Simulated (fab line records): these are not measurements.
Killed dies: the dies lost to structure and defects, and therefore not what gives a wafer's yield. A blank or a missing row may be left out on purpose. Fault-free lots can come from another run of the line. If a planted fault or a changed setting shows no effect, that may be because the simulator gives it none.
What tool caused it?    flow gf180mcu    24 lots, 72 wafers sampled, at 6 steps of a route of 602

WHAT THE GAUGES READ, wafer by wafer
GF_STI_THK_MEAS_02. Usual: STI_OXIDATION_THK 10.18 nm, standard deviation 0.2.
lot   measured     on             STI_OXIDATION_THK (nm)  flag
L074  day 1 13:38  film_metro-01  10.02 10.13 10.06       
L075  day 1 17:44  film_metro-01  10.25 10.17 10.27       
L076  day 2 01:49  film_metro-02  10.46 10.40 10.56       
L077  day 2 08:43  film_metro-02  10.11 10.11 10.19       
L078  day 2 08:44  film_metro-03  10.27 10.20 10.19       
L079  day 2 14:22  film_metro-02  10.44 10.22 10.34       
L080  day 2 18:16  film_metro-02  10.01 10.27 10.18       
L081  day 2 22:31  film_metro-03  10.22 10.35 10.39       
L082  day 3 03:46  film_metro-03  10.35 10.40 10.23       
L083  day 3 08:31  film_metro-02  10.57 10.41 10.45       
L084  day 3 14:27  film_metro-01  10.09 10.09 10.11       
L085  day 3 18:31  film_metro-01  10.35 10.82 10.26       
L086  day 3 23:31  film_metro-02  9.91 10.11 10.04        
L087  day 4 04:31  film_metro-02  10.43 10.52 10.47       
L088  day 4 09:31  film_metro-03  10.03 10.06 9.90        
L089  day 4 14:31  film_metro-03  10.07 10.30 10.19       
L090  day 4 19:32  film_metro-03  9.98 9.89 10.03         
L091  day 5 00:31  film_metro-03  9.87 10.23 9.92         
L092  day 5 05:32  film_metro-02  10.18 10.07 10.27       
L093  day 5 10:31  film_metro-02  10.16 10.12 10.20       
L094  day 5 15:31  film_metro-02  9.95 10.07 9.89         
L095  day 5 21:13  film_metro-02  9.98 9.86 9.90          
L096  day 6 02:53  film_metro-02  10.09 10.10 10.12       
L097  day 6 07:04  film_metro-03  10.06 10.11 10.11       

GF_VT_IMPLANT_TW_MEAS_10. Usual: VT_IMPLANT_TW 566, standard deviation 3.6.
lot   measured      on             VT_IMPLANT_TW  flag
L074  day 6 03:22   film_metro-04  573 567 571    
L075  day 6 05:02   film_metro-04  569 571 569    
L076  day 6 10:06   film_metro-04  568 569 569    
L077  day 6 20:34   film_metro-02  564 567 568    
L078  day 6 21:52   film_metro-02  566 564 565    
L079  day 7 05:49   film_metro-02  565 569 568    
L080  day 7 10:03   film_metro-01  561 561 562    
L081  day 7 16:15   film_metro-04  569 567 569    
L082  day 7 21:22   film_metro-01  558 560 563    
L083  day 8 05:01   film_metro-01  562 560 563    
L084  day 8 09:53   film_metro-02  563 565 560    
L085  day 8 15:04   film_metro-02  565 565 563    
L086  day 8 19:58   film_metro-02  565 564 562    
L087  day 9 04:24   film_metro-04  569 569 569    
L088  day 9 11:04   film_metro-04  571 569 566    
L089  day 9 14:10   film_metro-01  565 566 564    
L090  day 9 23:11   film_metro-01  565 563 563    
L091  day 10 05:49  film_metro-02  570 568 567    
L092  day 10 11:26  film_metro-02  567 567 561    
L093  day 10 16:55  film_metro-04  569 571 571    
L094  day 10 23:59  film_metro-04  568 567 571    
L095  day 11 03:52  film_metro-01  557 559 559    
L096  day 11 12:25  film_metro-04  568 567 566    
L097  day 11 20:08  film_metro-04  565 568 569    

GF_VT_IMPLANT_OVL_MEAS_40. Usual: VT_IMPLANT_03_OVL -1.3 nm, standard deviation 1.5.
lot   measured      on          VT_IMPLANT_03_OVL (nm)  flag
L074  day 8 02:46   overlay-02  -0.7 0.1 0.1            
L075  day 8 06:06   overlay-01  -3.6 -3.7 -3.5          
L076  day 8 11:22   overlay-01  -0.7 -0.2 -0.4          
L077  day 8 22:50   overlay-01  -2.4 -3.5 -1.2          
L078  day 9 00:41   overlay-02  -1.9 -2.7 -3.2          
L079  day 9 09:22   overlay-02  0.2 -1.8 -0.3           
L080  day 9 13:34   overlay-01  -1.7 -1.4 0.6           
L081  day 9 20:55   overlay-02  -2.4 0.3 0.6            
L082  day 10 01:58  overlay-02  -1.8 -0.8 -1.2          
L083  day 10 10:05  overlay-01  -1.3 -1.3 1.2           
L084  day 10 15:44  overlay-01  -2.9 -1.8 -2.1          
L085  day 10 21:28  overlay-02  -2.7 -3.0 -3.0          
L086  day 11 03:14  overlay-01  -1.5 -2.2 -1.4          
L087  day 11 11:07  overlay-02  -3.4 -2.8 -0.9          
L088  day 11 18:08  overlay-01  -0.8 -2.4 -1.0          
L089  day 11 22:34  overlay-02  0.8 -1.8 1.4            
L090  day 12 07:59  overlay-01  1.4 0.9 1.0             
L091  day 12 15:01  overlay-02  0.3 1.2 0.5             
L092  day 12 20:08  overlay-01  -2.0 -2.1 -1.6          
L093  day 13 02:01  overlay-02  -0.2 -2.5 -1.2          
L094  day 13 09:22  overlay-02  -1.0 -1.1 -0.7          
L095  day 13 15:55  overlay-02  -1.8 0.3 -1.3           
L096  day 14 01:02  overlay-01  -1.8 -0.9 -1.1          
L097  day 14 09:38  overlay-01  -3.3 -4.5 -4.1          

GF_V1_THK_MEAS_01. Usual: V1_CVD_00_THK 598 nm, standard deviation 6.1.
lot   measured      on             V1_CVD_00_THK (nm)  flag
L074  day 18 02:37  film_metro-02  587 587 588         
L075  day 18 11:47  film_metro-03  607 601 607         
L076  day 18 16:14  film_metro-03  590 592 586         
L077  day 19 08:07  film_metro-02  604 609 601         
L078  day 19 21:16  film_metro-02  604 599 601         
L079  day 20 05:10  film_metro-03  597 606 606         
L080  day 20 05:30  film_metro-02  581 595 585         
L081  day 20 21:26  film_metro-02  598 596 596         
L082  day 20 21:49  film_metro-02  591 598 590         
L083  day 21 13:08  film_metro-03  598 596 601         
L084  day 21 20:15  film_metro-01  589 587 599         
L085  day 22 05:29  film_metro-01  597 592 604         
L086  day 22 08:28  film_metro-02  610 599 610         
L087  day 22 16:29  film_metro-01  606 597 601         
L088  day 22 23:48  film_metro-02  601 597 602         
L089  day 23 11:03  film_metro-03  604 593 596         
L090  day 23 15:48  film_metro-03  598 596 593         
L091  day 24 01:52  film_metro-01  605 602 601         
L092  day 24 07:13  film_metro-03  592 605 599         
L093  day 24 11:38  film_metro-01  592 594 602         
L094  day 24 19:28  film_metro-03  596 599 604         
L095  day 25 01:23  film_metro-03  605 597 599         
L096  day 25 08:46  film_metro-02  599 600 605         
L097  day 25 19:03  film_metro-02  598 594 598         

GF_V2_BOW_MEAS_05. Usual: V2_BOW 102 um, standard deviation 7.4.
lot   measured      on             V2_BOW (um)  flag
L074  day 20 08:22  film_metro-03  100 85 82    
L075  day 20 18:27  film_metro-01  89 112 102   
L076  day 20 21:41  film_metro-04  102 91 99    
L077  day 21 13:56  film_metro-04  104 101 106  
L078  day 22 02:00  film_metro-03  99 101 102   
L079  day 22 08:47  film_metro-01  95 100 114   
L080  day 22 09:26  film_metro-01  117 123 104  
L081  day 23 01:59  film_metro-04  108 98 114   
L082  day 23 02:18  film_metro-01  99 100 98    
L083  day 23 15:32  film_metro-03  91 102 108   
L084  day 23 21:54  film_metro-03  102 106 107  
L085  day 24 08:08  film_metro-03  95 101 94    
L086  day 24 11:00  film_metro-01  102 103 103  
L087  day 24 17:32  film_metro-03  109 95 103   
L088  day 24 22:35  film_metro-01  108 104 114  
L089  day 25 08:57  film_metro-01  112 109 100  
L090  day 25 14:35  film_metro-01  91 99 109    
L091  day 25 23:05  film_metro-04  106 104 106  
L092  day 26 03:52  film_metro-03  99 104 106   
L093  day 26 07:08  film_metro-03  95 92 96     
L094  day 26 16:25  film_metro-01  99 97 101    
L095  day 26 23:38  film_metro-03  104 95 104   
L096  day 27 06:35  film_metro-04  105 106 106  
L097  day 27 16:07  film_metro-01  112 103 99   

WHICH TOOL RAN EACH LOT (tool, then ch and the chambers of the sampled wafers, then the start)
lot   GF_HV_LDD_STRIP_49
L074  plasma_asher-04 ch 0,1, day 13 02:44
L075  plasma_asher-01 ch 0,1, day 13 08:43
L076  plasma_asher-03 ch 0,1, day 13 14:55
L077  plasma_asher-04 ch 0,1, day 14 05:35
L078  plasma_asher-04 ch 0,1, day 14 12:31
L079  plasma_asher-04 ch 0,1, day 14 20:43
L080  plasma_asher-03 ch 0,1, day 14 21:26
L081  plasma_asher-01 ch 0,1, day 15 12:52
L082  plasma_asher-04 ch 0,1, day 15 13:10
L083  plasma_asher-01 ch 0,1, day 16 02:01
L084  plasma_asher-03 ch 0, day 16 07:02
L085  plasma_asher-03 ch 0,1, day 16 17:53
L086  plasma_asher-04 ch 1, day 16 19:55
L087  plasma_asher-04 ch 0,1, day 17 06:47
L088  plasma_asher-04 ch 0,1, day 17 13:31
L089  plasma_asher-01 ch 0,1, day 18 00:26
L090  plasma_asher-04 ch 0,1, day 18 04:49
L091  plasma_asher-04 ch 0,1, day 18 16:44
L092  plasma_asher-04 ch 0,1, day 18 20:43
L093  plasma_asher-01 ch 0,1, day 19 04:01
L094  plasma_asher-03 ch 0,1, day 19 15:10
L095  plasma_asher-03 ch 0,1, day 19 22:10
L096  plasma_asher-03 ch 0,1, day 20 06:57
L097  plasma_asher-01 ch 0,1, day 20 17:23
- GF_HV_LDD_STRIP_49: strips in O2/N2.

AS READ BY THE TOOLS THEMSELVES (means over the sampled wafers that have a number; for cases with no such wafer, the mark the record gives instead)
GF_HV_LDD_STRIP_49. Usual: drypump_motor_current_A 6.0 A, standard deviation 0.53; heater_power_w 326 W, standard deviation 14; oes_product_au 0.716 a.u., standard deviation 0.0045; strip_time_to_endpoint_s 12.62 s, standard deviation 0.036.
lot   tool             drypump_motor_current_A (A)  heater_power_w (W)  oes_product_au (a.u.)  strip_time_to_endpoint_s (s)  flag
L074  plasma_asher-04  6.3                          337                 0.716                  12.59                         
L075  plasma_asher-01  5.7                          313                 0.713                  12.66                         
L076  plasma_asher-03  5.5                          316                 0.717                  12.66                         
L077  plasma_asher-04  6.3                          339                 0.719                  12.63                         
L078  plasma_asher-04  6.3                          341                 0.717                  12.63                         
L079  plasma_asher-04  6.5                          328                 0.720                  12.63                         
L080  plasma_asher-03  5.9                          323                 0.714                  12.58                         
L081  plasma_asher-01  5.4                          321                 0.716                  12.65                         
L082  plasma_asher-04  6.5                          332                 0.722                  12.56                         
L083  plasma_asher-01  5.5                          311                 0.713                  12.66                         
L084  plasma_asher-03  6.2                          330                 0.716                  12.61                         
L085  plasma_asher-03  5.5                          317                 0.717                  12.62                         
L086  plasma_asher-04  6.7                          318                 0.720                  12.66                         
L087  plasma_asher-04  6.5                          334                 0.712                  12.59                         
L088  plasma_asher-04  6.5                          327                 0.719                  12.63                         
L089  plasma_asher-01  5.4                          311                 0.719                  12.59                         
L090  plasma_asher-04  6.5                          332                 0.713                  12.58                         
L091  plasma_asher-04  6.3                          339                 0.717                  12.64                         
L092  plasma_asher-04  6.5                          335                 0.712                  12.63                         
L093  plasma_asher-01  5.5                          332                 0.719                  12.63                         
L094  plasma_asher-03  5.9                          325                 0.714                  12.59                         
L095  plasma_asher-03  5.5                          315                 0.716                  12.67                         
L096  plasma_asher-03  5.5                          319                 0.716                  12.64                         
L097  plasma_asher-01  5.7                          318                 0.715                  12.64                         

THE ANSWER, worked out from the rows above alone
Rule: lot off if the mean of its wafers having a number is beyond 3 standard deviations from the usual mean. A lot without any number at a reading at which 4 lots or more have one is off too. All remaining lots with rows at the step are treated as sound. Order of review: gauges by route order, followed by the tools' own readings, for which a lot's mean as printed above is used. The first step at which some lot is off is used, and at that step the reading that is off furthest; a lot without a number counts as furthest.
Across all readings shown, no lot is off: no conclusion can be drawn from this.

WHAT HAD BEEN PUT IN BY THE SIMULATOR
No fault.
